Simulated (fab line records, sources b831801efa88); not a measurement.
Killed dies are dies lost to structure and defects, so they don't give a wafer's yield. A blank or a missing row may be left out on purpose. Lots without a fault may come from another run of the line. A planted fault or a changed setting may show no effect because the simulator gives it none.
Chamber matching | flow sfq_line | SFQ_TRILAYER_I5_BARC_OPEN_VIA_ETCH_200 on rie_diel-03: 4 sister chambers
The step etches BARC in O2, target depth 125 nm, time 41.7 s. 14 wafers are shown with their chamber, then 7 later ones without.

WAFERS WITH THEIR CHAMBER
wafer  | chamber | drypump_motor_current_A (A) | oes_product_au (a.u.)
L374.2 | 0       | 5.5                         | 0.692
L374.3 | 3       | 5.1                         | 0.684
L374.6 | 3       | 5.1                         | 0.686
L376.1 | 1       | 6.4                         | 0.689
L376.4 | 2       | 5.5                         | 0.685
L376.5 | 3       | 5.1                         | 0.684
L379.1 | 1       | 6.5                         | 0.686
L379.2 | 3       | 5.1                         | 0.684
L379.4 | 0       | 5.4                         | 0.681
L384.1 | 0       | 5.4                         | 0.678
L384.5 | 0       | 5.4                         | 0.687
L384.6 | 3       | 5.1                         | 0.682
L389.3 | 2       | 5.5                         | 0.690
L389.5 | 1       | 6.4                         | 0.688

SIGNATURES (means of the wafers above)
reading                 | chamber 0 | chamber 1 | chamber 2 | chamber 3 | scatter within a chamber
drypump_motor_current_A | 5.425     | 6.433     | 5.500     | 5.100     | 0.0376
oes_product_au          | 0.68450   | 0.68767   | 0.68750   | 0.68400   | 0.00377
Rule: a wafer's distance from a chamber is the root of the sum, over the readings, of the square of ((its reading less the chamber's mean) divided by the reading's scatter). The wafer belongs to the nearest chamber; if the next one is less than 2 further off, it can't be placed. The scatter: the root of (the sum of the squares of (reading less its chamber's mean) over the shown wafers, divided by (wafers less chambers)).

WAFERS WITHOUT THEIR CHAMBER
wafer  | drypump_motor_current_A (A) | oes_product_au (a.u.)
L389.6 | 5.4                         | 0.681
L392.2 | 5.5                         | 0.695
L392.3 | 5.5                         | 0.683
L392.4 | 5.1                         | 0.680
L394.1 | 5.4                         | 0.692
L394.3 | 6.5                         | 0.678
L394.6 | 5.4                         | 0.690

WHICH CHAMBER EACH WENT THROUGH
wafer  | from the rows above     | in truth
L389.6 | 0                       | 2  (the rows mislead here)
L392.2 | can't be placed: 2 or 0 | 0
L392.3 | can't be placed: 2 or 0 | 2
L392.4 | 3                       | 3
L394.1 | can't be placed: 0 or 2 | 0
L394.3 | 1                       | 1
L394.6 | can't be placed: 0 or 2 | 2
Placed correctly: 2 of 7. Can't be placed from these rows: 4 (the true chamber is among the candidates in 4). Placed wrongly: 1.
